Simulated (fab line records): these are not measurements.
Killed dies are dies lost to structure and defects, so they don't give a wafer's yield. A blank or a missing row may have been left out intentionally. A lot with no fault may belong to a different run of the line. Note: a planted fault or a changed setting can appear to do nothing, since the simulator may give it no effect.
fab line records	flow sky130
record: lots: 12	wafers: 36	last_day: 50
route steps=708 shown NWELL@34 VT_ADJUST_LVTN@118 VT_ADJUST_PCH@150 LDD_N@246
lots with no fault: from the same line, run without faults
start_h: hours from the record's first day to the start of the lot's first wafer shown	wait_h: time in hours since the lot's previous step	" same as the row above	L1.1+2: a row that stands for several wafers	- no value present, or no start provided	* or withheld: withheld	< > ~ a bound
route shown NAME@n: NAME is a module with steps in the file, n the number in the route of the first one	usual: mean/standard deviation of fault-free wafers	same: alike in all rows	chamber/n: place in a boat	sites: each site's reading	_std_site: how widely they spread, as a standard deviation	_edge_site: mean of outer sites minus mean of inner sites	radius_mm: for every site, how far away it sits from the centre of the wafer	mask NAME#n: copy n	behind: the last tool/chamber to shape the wafer	hold: why the lot went on hold/how many hours it stayed there/how the hold came to an end	device: the transistor (n, p or np) that didn't switch	end of line: tests run on the same wafers once the route is complete	step lacking rows: just its recipe	killed: not the wafer's yield, but the dies lost to structure and defects at the first sort	map: dies across one wafer; x = killed, . = not, _ = none there
set.NAME: the setting the step ran with; set.NAME@STEP: the setting that earlier step ran with	model.NAME: the simulator's own value behind a step, which no gauge read
a sample of lots followed through the steps of the route, with each step as a table and each wafer as a row
services: from which hour (start_h, from the record's first day; less than 0 if before it) a tool's chamber was out of use, for how many hours, and why
== steps ==
step: SKY_NWELL_THK_MEAS_02
recipe: reads: SiO2_of_NWELL_OXIDATION_01
usual: NWELL_OXIDATION_THK: 9.95/0.17
lot.wafer	tool	chamber	start_h	wait_h	NWELL_OXIDATION_THK[nm]
L298.1	film_metro-04	-	39.73	0.0	9.93
L298.4	"	-	"	"	9.93
L298.6	"	-	"	"	10.02
L299.1	film_metro-02	-	43.56	0.0	9.74
L299.2	"	-	"	"	9.96
L299.6	"	-	"	"	9.87
L300.1	film_metro-04	-	50.89	0.0	10.16
L300.5	"	-	"	"	10.15
L300.6	"	-	"	"	9.96
L301.1	film_metro-02	-	56.91	0.0	10.01
L301.3	"	-	"	"	9.89
L301.6	"	-	"	"	9.89
L303.1	film_metro-04	-	66.35	0.0	10.06
L303.3	"	-	"	"	10.05
L303.5	"	-	"	"	10.04
L304.2	film_metro-02	-	71.52	0.0	10.06
L304.3	"	-	"	"	10.18
L304.6	"	-	"	"	10.12
L306.3	film_metro-01	-	85.31	0.0	9.70
L306.5	"	-	"	"	9.85
L306.6	"	-	"	"	9.87
L311.1	film_metro-02	-	109.06	0.0	10.00
L311.2	"	-	"	"	10.14
L311.5	"	-	"	"	9.95
L312.1	film_metro-02	-	113.79	0.0	10.14
L312.5	"	-	"	"	10.22
L312.6	"	-	"	"	9.91
L315.1	film_metro-04	-	127.79	0.0	10.05
L315.4	"	-	"	"	10.14
L315.5	"	-	"	"	10.12
L317.2	film_metro-04	-	141.50	0.0	10.23
L317.4	"	-	"	"	10.22
L317.6	"	-	"	"	10.09
L320.2	film_metro-02	-	153.76	0.0	10.09
L320.3	"	-	"	"	9.95
L320.5	"	-	"	"	9.89
step: SKY_VT_ADJUST_LVTN_TW_MEAS_21
usual: VT_ADJUST_LVTN_2_TW: 189.2/1.5
lot.wafer	tool	chamber	start_h	wait_h	VT_ADJUST_LVTN_2_TW
L298.1	film_metro-01	-	163.42	0.1	188.6
L298.4	"	-	"	"	189.4
L298.6	"	-	"	"	189.7
L299.1	film_metro-03	-	168.51	0.1	187.8
L299.2	"	-	"	"	187.2
L299.6	"	-	"	"	187.2
L300.1	film_metro-01	-	178.16	0.1	188.9
L300.5	"	-	"	"	189.0
L300.6	"	-	"	"	188.8
L301.1	film_metro-03	-	184.47	0.1	187.2
L301.3	"	-	"	"	187.3
L301.6	"	-	"	"	188.5
L303.1	film_metro-01	-	196.82	0.1	189.6
L303.3	"	-	"	"	190.2
L303.5	"	-	"	"	188.8
L304.2	film_metro-04	-	202.47	0.1	192.0
L304.3	"	-	"	"	192.3
L304.6	"	-	"	"	191.4
L306.3	film_metro-04	-	219.55	0.1	191.1
L306.5	"	-	"	"	192.2
L306.6	"	-	"	"	192.1
L311.1	film_metro-01	-	248.01	0.1	189.6
L311.2	"	-	"	"	189.5
L311.5	"	-	"	"	189.5
L312.1	film_metro-04	-	254.57	0.1	191.2
L312.5	"	-	"	"	191.2
L312.6	"	-	"	"	190.3
L315.1	film_metro-03	-	271.91	0.1	188.4
L315.4	"	-	"	"	189.0
L315.5	"	-	"	"	188.2
L317.2	film_metro-03	-	290.62	0.1	188.0
L317.4	"	-	"	"	187.2
L317.6	"	-	"	"	187.7
L320.2	film_metro-03	-	305.23	0.1	188.1
L320.3	"	-	"	"	188.6
L320.5	"	-	"	"	187.1
step: SKY_VT_ADJUST_PCH_OVL_MEAS_07
usual: VT_ADJUST_PCH_OVL: 0.4/1.2
lot.wafer	tool	chamber	start_h	wait_h	VT_ADJUST_PCH_OVL[nm]
L298.1	overlay-01	-	224.33	-	1.1
L298.4	"	-	"	"	-0.3
L298.6	"	-	"	"	1.1
L299.1	overlay-01	-	229.67	-	2.0
L299.2	"	-	"	"	2.1
L299.6	"	-	"	"	1.7
L300.1	overlay-02	-	238.97	-	0.6
L300.5	"	-	"	"	0.0
L300.6	"	-	"	"	1.1
L301.1	overlay-01	-	247.42	-	2.9
L301.3	"	-	"	"	2.9
L301.6	"	-	"	"	1.9
L303.1	overlay-02	-	260.93	-	1.1
L303.3	"	-	"	"	1.2
L303.5	"	-	"	"	0.7
L304.2	overlay-01	-	268.90	-	0.8
L304.3	"	-	"	"	0.1
L304.6	"	-	"	"	3.0
L306.3	overlay-02	-	286.26	-	0.6
L306.5	"	-	"	"	0.1
L306.6	"	-	"	"	0.7
L311.1	overlay-02	-	319.40	-	-0.9
L311.2	"	-	"	"	-0.5
L311.5	"	-	"	"	-0.6
L312.1	overlay-01	-	327.00	-	0.5
L312.5	"	-	"	"	-1.1
L312.6	"	-	"	"	0.8
L315.1	overlay-02	-	346.48	-	0.2
L315.4	"	-	"	"	-2.6
L315.5	"	-	"	"	-0.1
L317.2	overlay-01	-	367.95	-	0.6
L317.4	"	-	"	"	1.2
L317.6	"	-	"	"	-1.8
L320.2	overlay-01	-	385.70	-	0.8
L320.3	"	-	"	"	0.2
L320.5	"	-	"	"	0.4
step: SKY_LDD_N_IMPLANT_09
recipe: species: As	energy_kev: 20	dose_cm2: 7.5e+13	tilt_deg: withheld	rotation_deg: 113
usual: dose_ions_cm2: 7.502e+13/8.8e+10	faraday_current_uA: 422/8.5
lot.wafer	tool	chamber	start_h	wait_h	dose_ions_cm2	faraday_current_uA
L298.1	implanter-01	0	394.25	0.1	7.493e+13	414
L298.4	"	0	"	"	7.489e+13	426
L298.6	"	0	"	"	7.505e+13	417
L299.1	implanter-03	0	399.37	0.1	7.495e+13	417
L299.2	"	0	"	"	7.521e+13	423
L299.6	"	0	"	"	7.508e+13	411
L300.1	implanter-01	0	416.01	0.1	7.504e+13	421
L300.5	"	0	"	"	7.499e+13	421
L300.6	"	0	"	"	7.503e+13	433
L301.1	implanter-01	0	425.57	0.1	7.504e+13	415
L301.3	"	0	"	"	7.506e+13	434
L301.6	"	0	"	"	7.504e+13	424
L303.1	implanter-03	0	439.86	0.1	3.217e+13	183
L303.3	"	0	"	"	3.235e+13	188
L303.5	"	0	"	"	3.232e+13	177
L304.2	implanter-03	0	453.18	0.1	3.219e+13	179
L304.3	"	0	"	"	3.239e+13	182
L304.6	"	0	"	"	3.233e+13	182
L306.3	implanter-03	0	471.90	0.1	3.241e+13	179
L306.5	"	0	"	"	3.238e+13	188
L306.6	"	0	"	"	3.244e+13	183
L311.1	implanter-02	0	506.95	0.1	7.502e+13	409
L311.2	"	0	"	"	7.487e+13	425
L311.5	"	0	"	"	7.479e+13	425
L312.1	implanter-02	0	517.67	0.1	7.503e+13	425
L312.5	"	0	"	"	7.497e+13	431
L312.6	"	0	"	"	7.501e+13	411
L315.1	implanter-02	0	543.40	0.1	7.488e+13	419
L315.4	"	0	"	"	7.485e+13	423
L315.5	"	0	"	"	7.503e+13	442
L317.2	implanter-03	0	568.48	0.1	7.505e+13	416
L317.4	"	0	"	"	7.501e+13	419
L317.6	"	0	"	"	7.505e+13	421
L320.2	implanter-03	0	585.54	0.1	7.503e+13	414
L320.3	"	0	"	"	7.501e+13	412
L320.5	"	0	"	"	7.497e+13	426
step: SKY_LDD_N_STRIP_16
recipe: chemistry: O2/N2	power_w: 1400	pressure_mtorr: 1500	platen_temp_c: withheld	o2_flow_sccm: 3000	n2_flow_sccm: 300	overash_fraction: 0.5
usual: drypump_motor_current_A: 5.72/0.28	oes_product_au: 0.407/0.0043	strip_time_to_endpoint_s: 4.313/0.014
same: overash_fraction: 0.5
lot.wafer	tool	chamber	start_h	wait_h	drypump_motor_current_A	oes_product_au	rf_hours_counter_h	strip_time_to_endpoint_s
L298.1	plasma_asher-03	1	395.30	0.1	5.71	0.404	28	4.300
L298.4	"	0	"	"	5.78	0.409	-	4.318
L298.6	"	1	"	"	5.71	0.412	-	4.322
L299.1	plasma_asher-04	0	400.42	0.1	6.12	0.411	73	4.285
L299.2	"	1	"	"	5.13	0.409	73	4.311
L299.6	"	1	"	"	5.15	0.406	-	4.323
L300.1	plasma_asher-02	0	417.06	0.1	6.12	0.404	59	4.331
L300.5	"	0	"	"	6.11	0.410	-	4.304
L300.6	"	1	"	"	5.47	0.410	-	4.321
L301.1	plasma_asher-03	0	426.62	0.1	5.77	0.405	31	4.320
L301.3	"	1	"	"	5.71	0.407	-	4.318
L301.6	"	1	"	"	5.70	0.403	-	4.293
L303.1	plasma_asher-03	1	440.91	0.1	5.71	0.404	32	4.213
L303.3	"	0	"	"	5.76	0.401	-	4.208
L303.5	"	1	"	"	5.71	0.407	-	4.198
L304.2	plasma_asher-03	0	454.20	0.1	5.77	0.411	34	4.181
L304.3	"	1	"	"	5.71	0.410	-	4.191
L304.6	"	0	"	"	5.77	0.403	-	4.188
L306.3	plasma_asher-03	1	472.93	0.1	5.72	0.405	-	4.188
L306.5	"	1	"	"	5.72	0.409	-	4.184
L306.6	"	0	"	"	5.78	0.410	-	4.193
L311.1	plasma_asher-02	1	508.00	0.1	5.44	0.409	69	4.336
L311.2	"	0	"	"	6.12	0.404	69	4.358
L311.5	"	1	"	"	5.45	0.408	-	4.309
L312.1	plasma_asher-04	0	518.72	0.1	6.08	0.406	8	4.323
L312.5	"	0	"	"	6.10	0.407	-	4.304
L312.6	"	1	"	"	5.24	0.402	-	4.307
L315.1	plasma_asher-03	1	544.45	0.1	5.69	0.399	44	4.297
L315.4	"	0	"	"	5.75	0.408	-	4.324
L315.5	"	0	"	"	5.79	0.401	-	4.301
L317.2	plasma_asher-03	0	569.50	0.1	5.77	0.400	47	4.322
L317.4	"	1	"	"	5.72	0.406	-	4.315
L317.6	"	1	"	"	5.72	0.409	-	4.300
L320.2	plasma_asher-03	0	586.57	0.1	5.78	0.411	49	4.306
L320.3	"	1	"	"	5.69	0.407	-	4.303
L320.5	"	1	"	"	5.71	0.411	-	4.293
step: SKY_LDD_N_TW_MEAS_17
usual: LDD_N_TW: 2596/13
lot.wafer	tool	chamber	start_h	wait_h	LDD_N_TW
L298.1	film_metro-01	-	395.40	0.1	2619
L298.4	"	-	"	"	2610
L298.6	"	-	"	"	2615
L299.1	film_metro-02	-	400.52	0.1	2601
L299.2	"	-	"	"	2600
L299.6	"	-	"	"	2610
L300.1	film_metro-03	-	417.16	0.1	2598
L300.5	"	-	"	"	2599
L300.6	"	-	"	"	2598
L301.1	film_metro-02	-	426.72	0.1	2613
L301.3	"	-	"	"	2603
L301.6	"	-	"	"	2606
L303.1	film_metro-03	-	441.01	0.1	2510
L303.3	"	-	"	"	2502
L303.5	"	-	"	"	2507
L304.2	film_metro-03	-	454.31	0.1	2502
L304.3	"	-	"	"	2499
L304.6	"	-	"	"	2509
L306.3	film_metro-01	-	473.02	0.1	2524
L306.5	"	-	"	"	2527
L306.6	"	-	"	"	2536
L311.1	film_metro-02	-	508.10	0.1	2583
L311.2	"	-	"	"	2590
L311.5	"	-	"	"	2603
L312.1	film_metro-01	-	518.82	0.1	2607
L312.5	"	-	"	"	2612
L312.6	"	-	"	"	2593
L315.1	film_metro-02	-	544.55	0.1	2606
L315.4	"	-	"	"	2601
L315.5	"	-	"	"	2606
L317.2	film_metro-01	-	569.61	0.1	2603
L317.4	"	-	"	"	2594
L317.6	"	-	"	"	2603
L320.2	film_metro-03	-	586.68	0.1	2593
L320.3	"	-	"	"	2592
L320.5	"	-	"	"	2589
== services ==
tool	chamber	start_h	hours	kind
implanter-01	-	377.12	2.4	repair
implanter-02	-	378.02	13.4	pm
implanter-02	-	400.52	1.9	repair
plasma_asher-03	-	411.66	0.6	repair
plasma_asher-04	-	421.25	9.0	pm
plasma_asher-04	0	421.25	9.0	vent_cycle
plasma_asher-04	1	421.25	9.0	vent_cycle
implanter-03	-	426.88	0.7	repair
plasma_asher-04	0	430.25	-	clean
plasma_asher-04	1	430.25	-	clean
implanter-02	-	447.07	3.8	repair
implanter-02	-	459.82	1.6	repair
implanter-03	-	493.13	1.9	repair
plasma_asher-04	-	507.15	6.7	repair
plasma_asher-02	-	513.63	28.1	pm
implanter-02	-	558.56	2.8	repair
plasma_asher-02	-	566.97	3.0	repair
implanter-02	-	568.65	3.4	pm
== key ==
first_sign: step: SKY_LDD_N_IMPLANT_09	reading: dose_ions_cm2	direction: down	sigmas: 99+	usual: *	struck: *
effect: step: SKY_LDD_N_IMPLANT_09	reading: faraday_current_uA	direction: down	sigmas: 28	usual: 422	struck: 182
effect: step: SKY_LDD_N_STRIP_16	reading: strip_time_to_endpoint_s	direction: down	sigmas: 8.5	usual: *	struck: *
effect: step: SKY_LDD_N_TW_MEAS_17	reading: LDD_N_TW	direction: down	sigmas: 6.6	usual: 2596	struck: 2513
met_at SKY_LDD_N_IMPLANT_09
struck_lots L303,L304,L306
tester_left_out L303,L304,L306
not_acting_at SKY_NWELL_THK_MEAS_02,SKY_VT_ADJUST_LVTN_TW_MEAS_21,SKY_VT_ADJUST_PCH_OVL_MEAS_07
onset_between 399.37 439.86
fault: kind: process_parameter_drift	tool: implanter-03	chamber: -	onset_h: 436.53	steps: SKY_LDD_N_IMPLANT_09	channel: dose_cm2	offset: *	shape: step	end_h: 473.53	acts_in: *	stated: *
tester_left_out: of these lots the tester's yield and bins aren't shown, on N5 and GAA mostly nor the transistor test; their killed dies are dies lost to structure and defects alone, not to doping, threshold or leakage, so they don't give the yield
